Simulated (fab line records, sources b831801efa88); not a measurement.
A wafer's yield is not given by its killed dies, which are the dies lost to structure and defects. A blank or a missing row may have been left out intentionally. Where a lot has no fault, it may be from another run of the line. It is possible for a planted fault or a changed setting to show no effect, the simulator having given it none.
Chamber matching -- flow sky130 -- rie_diel-04 running SKY_FIELD_ISO_ETCH_14: 4 sister chambers
The step etches BARC in N2/H2, stops on SiO2, time 45.9 s, target depth 60 nm. 8 wafers are shown with their chamber, then 8 later ones without.

## WAFERS WITH THEIR CHAMBER
wafer,chamber,drypump_motor_current_A (A),n2_flow_sccm (sccm)
L075.6,1,6.14,100.00
L082.1,0,5.98,99.60
L082.2,3,5.61,99.42
L082.4,2,5.65,100.26
L084.3,3,5.64,100.33
L084.4,1,6.17,100.55
L084.5,2,5.66,99.82
L086.1,0,6.01,100.03

## WAFERS MISSING THEIR CHAMBER
wafer,drypump_motor_current_A (A),n2_flow_sccm (sccm)
L086.2,5.58,100.22
L086.3,6.16,99.62
L088.3,5.97,99.91
L088.4,6.18,100.11
L088.6,6.17,100.29
L092.1,5.58,99.54
L092.3,5.68,100.44
L092.6,6.04,100.26

## EACH ONE'S CHAMBER
wafer,from the rows above,in truth
L086.2,can't be placed: 3 or 2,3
L086.3,1,1
L088.3,0,0
L088.4,1,1
L088.6,1,1
L092.1,can't be placed: 3 or 2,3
L092.3,can't be placed: 2 or 3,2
L092.6,0,0
Correct placement for 5 of the 8. From these rows, 3 cannot be placed; in 3 the true chamber is one of the candidates. Placed wrongly: 0.
How it was worked out, from the rows above alone: a wafer's distance from a chamber is the root of the sum, over the readings, of the square of ((its reading less the chamber's mean) divided by the reading's scatter). If the next closest chamber is less than 2 further off than the closest, the wafer can't be placed; otherwise it belongs to the closest. A chamber's mean is the mean of its shown wafers. How the scatter is found: for the shown wafers, subtract from each reading the mean of its chamber, square and add these, divide the total by (wafers less chambers), then take the root.
